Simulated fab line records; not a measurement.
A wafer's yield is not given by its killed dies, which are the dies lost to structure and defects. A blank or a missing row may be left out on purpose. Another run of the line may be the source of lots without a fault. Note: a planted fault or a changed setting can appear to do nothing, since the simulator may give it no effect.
fab line records	flow sky130
record lots=6	wafers=18	lastDay=50
route steps=708 shown DNWELL@35 PWDE@45
lots with no fault: from the same line, run without faults
startH: hours from the record's opening day to when the first of the lot's shown wafers began	waitH: hours since the lot's step before	" as in the row above	L1.1+2: one row covering several wafers at once	- no value, or no start given	* or withheld: withheld	< > ~ a bound
route shown NAME@n: names a module that has steps shown in the file, with the first one's number in the route	usual: mean/standard deviation of fault-free wafers	same: alike in all rows	chamber/n: place in a boat	sites: each site's reading	_std_site: standard deviation across them	_edge_site: outer sites' mean less inner sites'	radiusMm: for every site, how far away it sits from the centre of the wafer	mask NAME#n: copy n	behind: the last tool/chamber to shape the wafer	hold: the reason the lot was held/the length of the hold in hours/how it ended	device: transistor that didn't switch, given as n, p or np	end of line: the tests these same wafers got at the end of their route	a step without rows: its recipe alone	killed: the dies lost at the first sort to structure and to defects; this is not the yield of the wafer	map: a wafer's dies, marking killed ones x, the rest . and places with no die _
set.NAME: setting as actually run; set.NAME@STEP: the setting as run at that earlier step	model.NAME: the simulator's own value behind a step, which no gauge read
certain route steps with their lots: each step a table, each wafer a row
services: when a tool's chamber went out of use (startH, in hours from the record's first day, below 0 if earlier), for how many hours, and the reason
## steps
# step SKY_DNWELL_DEHYDRATE_00
# recipe tempC=200	timeS=60
# step SKY_DNWELL_HMDS_01
# recipe primeTimeS=60	primeTempC=120
# step SKY_DNWELL_COAT_02
# recipe spinRpm=2000	resistThkNm=3000
# step SKY_DNWELL_SOFTBAKE_03
# recipe tempC=110	timeS=withheld
# step SKY_DNWELL_EXPOSE_04
# recipe maskId=DNM	na=0.57	targetCdNm=3000	doseMj=222
# step SKY_DNWELL_PEB_05
# recipe tempC=115	timeS=withheld
# step SKY_DNWELL_DEVELOP_06
# recipe wallAngleDeg=90	developer=TMAH	developTimeS=60	devTempC=23
# step SKY_DNWELL_IMPLANT_07
# recipe species=P	energyKev=withheld	doseCm2=withheld	tiltDeg=withheld
# step SKY_DNWELL_STRIP_08
# recipe chemistry=O2/N2	powerW=1400	pressureMtorr=1500	platenTempC=withheld	o2FlowSccm=3000	n2FlowSccm=300	overashFraction=0.5
# usual drypumpMotorCurrentA=6.04/0.21	n2FlowSccm=300.1/0.93	oesProductAu=0.722/0.0049	stripTimeToEndpointS=36.86/0.11
lot.wafer	tool	chamber	startH	waitH	drypumpMotorCurrentA	n2FlowSccm	oesProductAu	rfHoursCounterH	stripTimeToEndpointS
L616.4	plasmaAsher-02	1	52.54	0.1	6.26	298.8	0.721	-	36.89
L616.5	"	1	"	"	6.26	298.5	0.723	-	36.71
L616.6	"	0	"	"	6.02	300.9	0.727	-	36.81
L618.1	plasmaAsher-02	0	62.54	0.1	5.98	300.5	0.728	38	36.98
L618.2	"	1	"	"	6.24	300.3	0.724	38	36.94
L618.6	"	0	"	"	5.96	301.0	0.716	-	36.97
L625.1	plasmaAsher-04	1	99.91	0.1	5.67	299.7	0.722	42	36.71
L625.4	"	0	"	"	6.08	300.2	0.722	-	36.75
L625.6	"	1	"	"	5.68	300.1	0.719	-	36.72
L627.2	plasmaAsher-02	1	114.56	0.1	6.25	301.0	0.720	43	36.80
L627.3	"	1	"	"	6.25	301.0	0.724	-	36.91
L627.5	"	1	"	"	6.25	301.1	0.728	-	36.91
L631.2	plasmaAsher-01	1	132.08	0.1	6.23	300.6	0.722	30	36.94
L631.5	"	0	"	"	6.11	300.4	0.724	-	37.01
L631.6	"	1	"	"	6.24	300.2	0.729	-	36.92
L637.2	plasmaAsher-04	0	168.91	0.1	6.08	298.2	0.710	5	36.88
L637.4	"	0	"	"	6.11	299.7	0.717	-	36.85
L637.5	"	1	"	"	5.65	299.9	0.716	-	36.81
# step SKY_DNWELL_TW_MEAS_09
# usual DNWELL_TW=1108/8.8
lot.wafer	tool	chamber	startH	waitH	DNWELL_TW
L616.4	filmMetro-01	-	52.64	0.1	1109
L616.5	"	-	"	"	1111
L616.6	"	-	"	"	1101
L618.1	filmMetro-04	-	62.64	0.1	1116
L618.2	"	-	"	"	1121
L618.6	"	-	"	"	1123
L625.1	filmMetro-01	-	100.01	0.1	1113
L625.4	"	-	"	"	1103
L625.6	"	-	"	"	1104
L627.2	filmMetro-02	-	114.67	0.1	1100
L627.3	"	-	"	"	1099
L627.5	"	-	"	"	1106
L631.2	filmMetro-02	-	132.19	0.1	1092
L631.5	"	-	"	"	1091
L631.6	"	-	"	"	1092
L637.2	filmMetro-04	-	169.02	0.1	1111
L637.4	"	-	"	"	1115
L637.5	"	-	"	"	1120
# step SKY_PWDE_DEHYDRATE_00
# recipe tempC=200	timeS=60
# step SKY_PWDE_HMDS_01
# recipe primeTimeS=60	primeTempC=120
# step SKY_PWDE_COAT_02
# recipe spinRpm=2000	resistThkNm=3000
lot.wafer	tool	chamber	startH	waitH	model.coat_of_PWDE_COAT_02.thkNm
L616.4	lithoTrack-01	0	59.80	0.1	2987
L616.5	"	0	"	"	2998
L616.6	"	0	"	"	2992
L618.1	lithoTrack-02	0	70.26	0.1	3006
L618.2	"	0	"	"	3003
L618.6	"	0	"	"	3002
L625.1	lithoTrack-02	0	108.66	0.1	2994
L625.4	"	0	"	"	2999
L625.6	"	0	"	"	1312
L627.2	lithoTrack-02	0	123.99	0.1	1311
L627.3	"	0	"	"	2998
L627.5	"	0	"	"	1308
L631.2	lithoTrack-03	0	140.92	0.1	2990
L631.5	"	0	"	"	2992
L631.6	"	0	"	"	2989
L637.2	lithoTrack-03	0	178.47	0.1	2981
L637.4	"	0	"	"	2984
L637.5	"	0	"	"	2982
# step SKY_PWDE_SOFTBAKE_03
# recipe tempC=110	timeS=withheld
# step SKY_PWDE_EXPOSE_04
# recipe maskId=PWDEM	na=0.6	sourceShape=conventional	sigmaOuter=0.6	polarization=unpolarized	targetCdNm=840	doseMj=214
# step SKY_PWDE_PEB_05
# recipe tempC=115	timeS=withheld
# step SKY_PWDE_DEVELOP_06
# recipe wallAngleDeg=90	developer=TMAH	developTimeS=60	devTempC=23
lot.wafer	tool	chamber	startH	waitH	model.coat_of_PWDE_COAT_02.thkNm
L616.4	lithoTrack-03	0	-	-	2982
L616.5	"	0	"	"	2994
L616.6	"	0	"	"	2987
L618.1	lithoTrack-02	0	-	-	3002
L618.2+6	"	0	"	"	2998
L625.1	lithoTrack-01	0	-	-	2990
L625.4	"	0	"	"	2994
L625.6	"	0	"	"	1307
L627.2	lithoTrack-02	0	-	-	1307
L627.3	"	0	"	"	2994
L627.5	"	0	"	"	1304
L631.2+6	lithoTrack-03	0	-	-	2985
L631.5	"	0	"	"	2988
L637.2	lithoTrack-03	0	-	-	2977
L637.4	"	0	"	"	2980
L637.5	"	0	"	"	2978
# step SKY_PWDE_OVL_MEAS_07
# usual PWDE_OVL=-0.4/1.6
lot.wafer	tool	chamber	startH	waitH	PWDE_OVL[nm]
L616.4	overlay-01	-	67.91	-	-0.6
L616.5	"	-	"	"	0.6
L616.6	"	-	"	"	0.1
L618.1	overlay-01	-	78.36	-	0.8
L618.2	"	-	"	"	0.8
L618.6	"	-	"	"	0.4
L625.1	overlay-01	-	117.42	-	-0.6
L625.4	"	-	"	"	-1.1
L625.6	"	-	"	"	2.2
L627.2	overlay-01	-	133.47	-	-0.9
L627.3	"	-	"	"	-0.9
L627.5	"	-	"	"	1.6
L631.2	overlay-02	-	150.55	-	-0.8
L631.5	"	-	"	"	-2.4
L631.6	"	-	"	"	-2.2
L637.2	overlay-01	-	189.60	-	1.0
L637.4	"	-	"	"	0.1
L637.5	"	-	"	"	-2.2
# step SKY_PWDE_IMPLANT_08
# recipe species=B	energyKev=150	doseCm2=3.6e+12	tiltDeg=withheld
# step SKY_PWDE_STRIP_09
# recipe chemistry=O2/N2	powerW=1400	pressureMtorr=1500	platenTempC=withheld	o2FlowSccm=3000	n2FlowSccm=300	overashFraction=0.5
# usual drypumpMotorCurrentA=6.01/0.26	n2FlowSccm=300.2/0.94	oesProductAu=0.723/0.0045	stripTimeToEndpointS=36.91/0.1
lot.wafer	tool	chamber	startH	waitH	drypumpMotorCurrentA	n2FlowSccm	oesProductAu	rfHoursCounterH	stripTimeToEndpointS
L616.4	plasmaAsher-04	0	68.11	0.1	6.06	301.5	0.727	-	36.75
L616.5	"	0	"	"	6.06	301.9	0.717	-	36.89
L616.6	"	1	"	"	5.68	301.0	0.721	-	36.81
L618.1	plasmaAsher-01	1	78.55	0.1	6.24	299.5	0.724	25	36.99
L618.2	"	0	"	"	6.15	299.0	0.720	25	36.94
L618.6	"	1	"	"	6.27	300.3	0.729	-	36.93
L625.1	plasmaAsher-03	0	117.68	0.1	6.15	299.1	0.725	44	36.84
L625.4	"	0	"	"	6.16	301.2	0.722	-	36.89
L625.6	"	0	"	"	6.15	301.2	0.717	-	17.16
L627.2	plasmaAsher-03	0	133.65	0.1	6.14	300.2	0.715	46	17.16
L627.3	"	0	"	"	6.15	301.7	0.725	-	36.92
L627.5	"	1	"	"	5.54	299.0	0.718	-	17.14
L631.2	plasmaAsher-01	0	150.73	0.1	6.17	300.7	0.722	33	36.80
L631.5	"	1	"	"	6.21	299.9	0.724	-	36.83
L631.6	"	0	"	"	6.16	301.0	0.718	-	36.78
L637.2	plasmaAsher-01	1	189.78	0.1	6.22	299.7	0.717	36	36.68
L637.4	"	1	"	"	6.23	299.6	0.727	-	36.73
L637.5	"	1	"	"	6.24	300.7	0.724	-	36.69
# step SKY_PWDE_TW_MEAS_10
# usual PWDE_TW=371.7/2.8
lot.wafer	tool	chamber	startH	waitH	PWDE_TW
L616.4	filmMetro-04	-	68.21	0.1	377.5
L616.5	"	-	"	"	376.3
L616.6	"	-	"	"	377.0
L618.1	filmMetro-01	-	78.65	0.1	371.8
L618.2	"	-	"	"	372.1
L618.6	"	-	"	"	369.8
L625.1	filmMetro-04	-	117.78	0.1	375.4
L625.4	"	-	"	"	374.0
L625.6	"	-	"	"	373.8
L627.2	filmMetro-02	-	133.76	0.1	368.2
L627.3	"	-	"	"	366.4
L627.5	"	-	"	"	367.3
L631.2	filmMetro-01	-	150.84	0.1	368.8
L631.5	"	-	"	"	368.5
L631.6	"	-	"	"	368.0
L637.2	filmMetro-01	-	189.89	0.1	371.0
L637.4	"	-	"	"	373.2
L637.5	"	-	"	"	370.3
## services
tool	chamber	startH	hours	kind
plasmaAsher-04	-	92.50	2.8	pm
plasmaAsher-04	-	108.75	9.0	pm
plasmaAsher-04	0	108.75	9.0	ventCycle
plasmaAsher-04	1	108.75	9.0	ventCycle
plasmaAsher-04	0	117.75	-	clean
plasmaAsher-04	1	117.75	-	clean
plasmaAsher-01	-	120.76	2.7	repair
plasmaAsher-03	-	141.95	10.9	repair
plasmaAsher-04	-	144.42	1.5	repair
plasmaAsher-03	-	179.16	2.8	pm
## key
firstSign step=SKY_PWDE_STRIP_09	reading=stripTimeToEndpointS	direction=down	sigmas=99+	usual=*	struck=*
effect none on later readings
modelEffect step=SKY_PWDE_COAT_02	value=coat_of_PWDE_COAT_02.thkNm	without=3005	struck=1310
modelEffect step=SKY_PWDE_DEVELOP_06	value=coat_of_PWDE_COAT_02.thkNm	without=3001	struck=1306
metAt SKY_PWDE_COAT_02
struckWafers L625.6,L627.2,L627.5
sortLeftOut L625.6,L627.2,L627.5
testerLeftOut L625,L627
onsetBetween 70.26 108.66
fault kind=processParameterDrift	tool=lithoTrack-02	chamber=-	onsetH=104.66	steps=SKY_PWDE_COAT_02	channel=resistThkNm	offset=-1692.1	shape=step	endH=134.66	scope=struckWafersOnly	actsIn=theseRecipesOnly	stated=3000
# testerLeftOut: of these lots the tester's yield and bins aren't shown, on N5 and GAA mostly nor the transistor test; their killed dies are dies lost to structure and defects alone, not to doping, threshold or leakage, so they don't give the yield
# sortLeftOut: the simulated sort isn't trusted on such a fault, so these wafers' sort isn't shown, and their yield isn't known
